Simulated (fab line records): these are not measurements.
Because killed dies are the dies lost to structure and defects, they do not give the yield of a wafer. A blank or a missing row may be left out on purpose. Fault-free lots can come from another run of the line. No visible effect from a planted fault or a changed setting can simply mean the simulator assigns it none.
Struck lot and sound lot, side by side	flow sky130	44 out of 708 route steps
Sound: wafers L464.2, L464.3, L464.5. Wafers L466.2, L466.3, L466.5 were the ones struck. The cause is named last.
Order at every step that has rows: each side's tool, ch and its chambers, its first start. Under that, the readings that differ: sound wafers	struck wafers	difference of the means	sigmas: that difference in standard deviations of wafers without a fault.
alike: readings whose means differ by less than 2 such deviations, and words and numbers that are the same on both sides. not compared: withheld readings, readings that some wafer has no value for, bounds like >300 that may hide the same value, and numbers for which the record gives no deviation and whose values overlap.
The two part at a step that has a row with sigmas, a row that says differs or no value, or rows on one side only. Numbers that have no deviation but don't overlap get no sigmas and don't part them. Lack of a reading on every wafer of one side parts them only where that side has two or more wafers.

first, 3 steps without rows for these wafers: SKY_FIELD_ISO_CLEAN_20 (cleans in dHF, time 20 s); SKY_FIELD_ISO_WET_ETCH_21 (etches SiO2 in dHF, target depth 20 nm, time 400 s); SKY_FIELD_ISO_OXIDATION_22 (stabilise 600 s, purge 300 s, target thk 10 nm).
SKY_FIELD_ISO_THK_MEAS_23:
  sound: film_metro-02 at day 5 04:06; struck: film_metro-02 at day 5 12:38
  alike: FIELD_ISO_OXIDATION_01_THK
then, 1 step without rows for these wafers: SKY_FIELD_ISO_CVD_24 (deposits SiO2, target thk 595 nm, time 99.2 s).
SKY_FIELD_ISO_THK_MEAS_25:
  sound: film_metro-03 at day 5 04:14; struck: film_metro-03 at day 5 12:46
  alike: FIELD_ISO_CVD_24_THK
then, 1 step without rows for these wafers: SKY_FIELD_ISO_ANNEAL_26 (time 1800 s).
SKY_FIELD_ISO_CMP_27: polishes, stops on Si3N4, t overpolish 16 s, target thk 457.8 nm.
  sound on cmp-02 ch 1,2,3, day 5 06:29; struck on cmp-02 ch 0,2, day 5 14:19
reading	sound	struck	difference	sigmas
slurry_flow_ml_min	151.1 150.9 151.0	149.7 150.1 149.7	-1.2	-2
  alike: motor_current_A, overpolish_run_s, slurry_filter_dp_kPa, time_to_endpoint_s
then, 4 steps without rows for these wafers: SKY_FIELD_ISO_WET_ETCH_28 (etches SiO2 in dHF, target depth 23.7 nm, time 47 s); SKY_FIELD_ISO_WET_ETCH_29 (etches Si3N4 in H3PO4, target depth 160 nm, time 1825 s); SKY_FIELD_ISO_WET_ETCH_30 (etches SiO2 in dHF, target depth 25 nm, time 50 s); SKY_NWELL_CLEAN_00 (cleans in SC1/SC2, time 150 s).
SKY_NWELL_OXIDATION_01: stabilise 600 s, purge 300 s, target thk 10 nm.
  sound on furnace-01 ch 0, day 5 07:17; struck on furnace-01 ch 0, day 5 17:58
reading	sound	struck	difference	sigmas
spike_tc_bottom_C (C)	919.6 919.4 918.6	896.3 897.2 895.5	-22.9	-9
spike_tc_centre_C (C)	900.7 897.8 898.7	877.9 877.5 877.7	-21.4	-13
spike_tc_lower_C (C)	900.1 902.2 900.6	877.5 876.4 877.8	-23.7	-24
spike_tc_top_C (C)	908.9 911.1 908.7	887.7 887.6 886.7	-22.2	-22
spike_tc_upper_C (C)	902.7 901.9 900.8	878.9 879.7 878.8	-22.7	-19
tube_center_temp_C (C)	900.05 899.92 899.98	876.91 877 877.15	-22.96	-99 or more
tube_center_temp_C_max	902.5 901.8 901.8	878.9 879.9 879.5	-22.6	-61
zone_power_lower_pct (%)	20.62 20.19 20.46	19.56 19.76 19.40	-0.85	-3
zone_power_upper_pct (%)	16.91 17.12 16.95	16.17 16.04 16.30	-0.82	-4
model.SiO2_of_NWELL_OXIDATION_01.thk_nm (nm)	9.956 10.04 10.01	8.206 8.14 8.218	-1.814	
SKY_NWELL_THK_MEAS_02:
  sound: film_metro-01 at day 5 08:42; struck: film_metro-04 at day 5 19:23
reading	sound	struck	difference	sigmas
NWELL_OXIDATION_THK (nm)	9.94 10.04 9.99	8.23 8.16 8.15	-1.81	-9
then, 8 steps without rows for these wafers: SKY_DNWELL_DEHYDRATE_00 (time 60 s); SKY_DNWELL_HMDS_01 (prime time 60 s); SKY_DNWELL_COAT_02 (resist thk 3000 nm); SKY_DNWELL_SOFTBAKE_03; SKY_DNWELL_EXPOSE_04 (exposes mask DNM, target cd 3000 nm); SKY_DNWELL_PEB_05; SKY_DNWELL_DEVELOP_06 (develop time 60 s); SKY_DNWELL_IMPLANT_07.
SKY_DNWELL_STRIP_08: strips in O2/N2.
  sound on plasma_asher-03 ch 0,1, day 6 03:53; struck on plasma_asher-04 ch 0,1, day 6 14:19
  alike: drypump_motor_current_A, oes_product_au, strip_time_to_endpoint_s
  not compared: rf_hours_counter_h
SKY_DNWELL_TW_MEAS_09:
  sound: film_metro-03 at day 6 04:00; struck: film_metro-01 at day 6 14:25
  alike: DNWELL_TW
then, 7 steps without rows for these wafers: SKY_PWDE_DEHYDRATE_00 (time 60 s); SKY_PWDE_HMDS_01 (prime time 60 s); SKY_PWDE_COAT_02 (resist thk 3000 nm); SKY_PWDE_SOFTBAKE_03; SKY_PWDE_EXPOSE_04 (exposes mask PWDEM, target cd 840 nm); SKY_PWDE_PEB_05; SKY_PWDE_DEVELOP_06 (develop time 61.48 s).
SKY_PWDE_OVL_MEAS_07:
  sound: overlay-01 at day 6 22:40; struck: overlay-02 at day 7 09:13
  alike: PWDE_OVL
after that, 1 step had no rows for these wafers: SKY_PWDE_IMPLANT_08.
SKY_PWDE_STRIP_09: strips in O2/N2.
  sound on plasma_asher-03 ch 1, day 6 22:51; struck on plasma_asher-02 ch 0,1, day 7 09:24
  alike: drypump_motor_current_A, oes_product_au, strip_time_to_endpoint_s
  not compared: rf_hours_counter_h
SKY_PWDE_TW_MEAS_10:
  sound: film_metro-03 at day 6 22:58; struck: film_metro-03 at day 7 09:31
  alike: PWDE_TW
then, 7 steps without rows for these wafers: SKY_NWELL_DEHYDRATE_03 (time 60 s); SKY_NWELL_HMDS_04 (prime time 60 s); SKY_NWELL_COAT_05 (resist thk 3000 nm); SKY_NWELL_SOFTBAKE_06; SKY_NWELL_EXPOSE_07 (exposes mask NWM, target cd 840 nm); SKY_NWELL_PEB_08; SKY_NWELL_DEVELOP_09 (develop time 60 s).
-- the record jumps here: 10 days lie between the struck wafers' starts before and after (it left off in module NWELL and takes up again in module SONOS_ONO, whose first step shown is number 183 of the route) --
SKY_SONOS_ONO_ETCH_15: etches the open film in CHF3/O2, target depth 19.52 nm, time 7.8 s.
  sound on rie_diel-01 ch 2,3, day 17 04:46; struck on rie_diel-02 ch 2,3, day 17 18:28
reading	sound	struck	difference	sigmas
model.SiO2_of_NWELL_OXIDATION_01.thk_nm (nm)	5.543 5.499 5.609	3.693 3.636 3.685	-1.879	
  alike: drypump_motor_current_A, oes_product_au, rf_fwd_power_W, throttle_valve_pct
  not compared: rf_hours_counter_h
-- the record jumps here: 32 days lie between the struck wafers' starts before and after (it left off in module SONOS_ONO and takes up again in module PAD_OPEN, whose first step shown is number 708 of the route) --
SKY_PAD_OPEN_PROBE_99:
  sound: prober-02 at day 48 23:02; struck: prober-02 at day 49 14:44
reading	sound	struck	difference	sigmas
model.etest.pfet_16v.vt_v (V)	-1.098 -1.088 -1.087	-1.062 -1.052 -1.062	+0.032	
model.etest.pfet_g5v0d10v5.vt_long_v (V)	-0.9328 -0.9243 -0.9139	-0.8978 -0.895 -0.8996	+0.0262	
  alike: killed_at_M0_to_M3, killed_at_M4_up, killed_at_contacts, killed_at_front_end, killed_at_other, killed_dies, killed_on_rim, killed_open, killed_short

WHERE THEY PART
First at SKY_FIELD_ISO_CMP_27; last, within this record, at SKY_NWELL_THK_MEAS_02. Later steps at which nothing parts them and some readings are alike: SKY_DNWELL_STRIP_08, SKY_DNWELL_TW_MEAS_09, SKY_PWDE_OVL_MEAS_07, SKY_PWDE_STRIP_09, SKY_PWDE_TW_MEAS_10, SKY_SONOS_ONO_ETCH_15, SKY_PAD_OPEN_PROBE_99.

WHY: what the simulator had put in
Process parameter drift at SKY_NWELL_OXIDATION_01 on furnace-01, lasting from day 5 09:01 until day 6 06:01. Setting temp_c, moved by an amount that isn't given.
